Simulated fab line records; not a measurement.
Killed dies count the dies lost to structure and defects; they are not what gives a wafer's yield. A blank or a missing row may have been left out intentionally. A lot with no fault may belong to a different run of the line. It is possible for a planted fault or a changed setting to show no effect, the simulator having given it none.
A struck lot beside a sound one -- flow sfq line -- 15 out of 325 route steps
Sound: the wafers L698.1, L698.2, L698.3. Struck: wafer L712.2 (left out: L712.3, L712.4 of the same lot, which were not struck); the cause appears at the end.
For every step that has rows: the tool of each side, followed by ch and its chambers, followed by its first start. Under that, the readings that differ: sound wafers -- struck wafers -- difference of the means -- sigmas: that difference in standard deviations of wafers without a fault.
alike: a reading whose means differ by less than 2 such deviations, as well as words and numbers matching on both sides. not compared: withheld readings; readings where some wafer has no value; bounds like >300 that might hide an equal value; numbers whose values overlap and for which the record gives no deviation.
A row with sigmas, a row that says differs or no value, or rows on one side alone: a step with any of these is where the two part. When numbers do not overlap yet have no deviation, they are printed without sigmas and do not part them. A reading that every wafer of one side lacks parts them only if that side has two wafers or more.

first, 1 step without rows for these wafers: SFQ_TRILAYER_M1_STRIP_SOLV_CLEAN_044 (cleans in NMP, time 600 s).
SFQ_TRILAYER_I1_DEP_PECVD_045: deposits SiO2 from SiH4/N2O, time 111.11 s, target thk 500 nm.
  sound on pecvd-04 ch 0,1,2, day 22 07:59; struck on pecvd-03 ch 0, day 27 18:58
reading,sound,struck,difference,sigmas
throttle valve pct (%),23.5 23.7 24.1,25.5,+1.7,+2
  alike: heater power w, rf fwd power W
SFQ_TRILAYER_I1_CMP_CMP_046: polishes SiO2.
  sound on cmp-02 ch 0,1,2, day 22 08:04; struck on cmp-01 ch 3, day 27 19:03
  alike: motor current A, platen rpm, time to endpoint s
SFQ_I1_BOW_MEAS_912:
  sound on film metro-04, day 22 11:04; struck on film metro-03, day 27 22:04
  alike: I1_BOW
SFQ_TRILAYER_I1_METRO_MEASURE_047:
  sound on film metro-04, day 22 11:11; struck on film metro-03, day 27 22:22
  alike: thk nm
then, 6 steps without rows for these wafers: SFQ_TRILAYER_I1_VIA_LITHO_COAT_054 (resist thk 62 nm); SFQ_TRILAYER_I1_VIA_LITHO_COAT_049 (resist thk 650 nm); SFQ_TRILAYER_I1_VIA_LITHO_SOFTBAKE_053; SFQ_TRILAYER_I1_VIA_LITHO_EXPOSE_050 (exposes mask I1, target cd 500 nm); SFQ_TRILAYER_I1_VIA_LITHO_PEB_052 (peb time 60 s); SFQ_TRILAYER_I1_VIA_LITHO_DEVELOP_051 (time 60 s).
-- the record jumps here: 5 days lie between the struck wafers' starts before and after --
SFQ_I1_OVL_MEAS_913:
  sound on overlay-02, day 29 01:08; struck on overlay-02, day 33 05:56
  alike: I1_OVL
SFQ_TRILAYER_I1_VIA_BARC_OPEN_VIA_ETCH_071: etches BARC in O2, target depth 125 nm, time 41.7 s.
  sound on rie diel-01 ch 0,1,2, day 29 01:11; struck on rie diel-03 ch 1, day 33 05:58
reading,sound,struck,difference,sigmas
model.KrF_of_TRILAYER_I1_VIA_LITHO_COAT_049.thk nm (nm),575.6 574.6 574.9,582.5,+7.5,
  alike: drypump motor current A, oes product au, rf fwd power W
  not compared: rf hours counter h
SFQ_TRILAYER_I1_VIA_ETCH_VIA_ETCH_052: etches SiO2 in CHF3, stops on Nb, target depth 260 nm.
  sound on rie diel-01 ch 0,1,2, day 29 01:13; struck on rie diel-03 ch 1, day 33 06:01
reading,sound,struck,difference,sigmas
model.KrF_of_TRILAYER_I1_VIA_LITHO_COAT_049.thk nm (nm),531.7 530.3 530.7,537.8,+6.9,
  alike: drypump motor current A, oes product au, rf fwd power W
SFQ_TRILAYER_I1_VIA_STRIP_STRIP_053: strips in O2.
  sound on rie metal-03 ch 0,1, day 29 01:20; struck on rie metal-01 ch 1, day 33 06:07
reading,sound,struck,difference,sigmas
drypump motor current A (A),6.4 6.1 6.4,5.6,-0.7,-2
  alike: oes product au
  not compared: rf hours counter h

== WHERE THEY PART ==
Earliest at SFQ_TRILAYER_I1_DEP_PECVD_045; latest, in this record, at SFQ_TRILAYER_I1_VIA_STRIP_STRIP_053.

WHY: the cause the simulator had injected
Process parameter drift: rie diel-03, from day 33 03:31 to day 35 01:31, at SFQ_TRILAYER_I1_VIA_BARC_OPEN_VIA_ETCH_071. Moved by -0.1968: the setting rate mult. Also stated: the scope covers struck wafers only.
